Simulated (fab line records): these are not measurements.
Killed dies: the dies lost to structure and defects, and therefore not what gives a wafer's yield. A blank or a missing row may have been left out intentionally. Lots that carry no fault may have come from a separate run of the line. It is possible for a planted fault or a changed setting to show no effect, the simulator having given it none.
Code-filled problem report in 8D (eight disciplines) form	flow sky130	the parts of the form that need people (team, actions taken, sign-off) are left out

## 1. THE PROBLEM
Wafers without a fault read 89.16 s, standard deviation 0.13; run-length-s at SKY_RES_PROTECT_SOFTBAKE_03 reads a mean of 83.66 s on 6 wafers belonging to 2 lots. That puts it -42 standard deviations away from the usual mean.
The step: time 60 s.
Seen first at day 17 07:36 on litho-track-02, wafer L262.1. The record has a number at this step for 39 wafers belonging to 13 lots. Rule for "out", or "out of limits": more than 4 standard deviations from the usual mean. The other wafers with a number count as sound.

## 2. WHAT IT IS; WHAT IT IS NOT
question	is	is not
which readings at this step	run-length-s, heater-power-total-W	-
which lots	L262, L265	L254, L255, L257, L258, L259, L271, L272, L273, L275, L276, L277
which wafers of those lots	all that have a number	-
read on which tools	litho-track-02	litho-track-01, litho-track-03
when	from day 17 07:36	up to then (15 sound wafers); but 18 sound wafers of L271, L272, L273, L275, L276, L277 came after

## 3. THE SUSPECTS, EACH WITH WHAT RULES IT OUT
Counting: a tool at a process step up to the reading stays a suspect if it ran every lot that is out and no sound lot after the first of them.
- litho-track-02 at SKY_RES_PROTECT_SOFTBAKE_03 (time 60 s): ruled out as a lasting fault. Sound lots L272, L275, L276 ran on it after its first lot that is out, L262 (day 17 07:36).
Left after counting: nothing in the record.

## 4. THE CAUSE (what the simulator had put in)
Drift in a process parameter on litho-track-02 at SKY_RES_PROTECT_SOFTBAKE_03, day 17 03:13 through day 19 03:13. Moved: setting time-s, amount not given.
Counting ruled it out, wrongly.

## 5. THE CHAIN OF EFFECTS, in route order
One row per reading whose mean, taken over the struck wafers that have a number, lies over 3 standard deviations from the usual. Scope: only readings with a usual standard deviation given in the record; hours: median across lots of the time from each lot's start at the first step in this table that gives one to its start at this step; sigmas: change in usual standard deviations.
hours	step	reading	usual	on struck wafers	change	sigmas
0	SKY_RES_PROTECT_SOFTBAKE_03	heater-power-total-W	56.60 W	58.39	+1.79	+41
0	SKY_RES_PROTECT_SOFTBAKE_03	run-length-s	89.16 s	83.66	-5.50	-42
Process steps it contains:
- SKY_RES_PROTECT_SOFTBAKE_03: time 60 s.

## 6. HOW IT WOULD HAVE BEEN CAUGHT EARLIER
In this record no reading fell out of limits until day 17 07:36, 4 hours after the fault had begun at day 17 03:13.
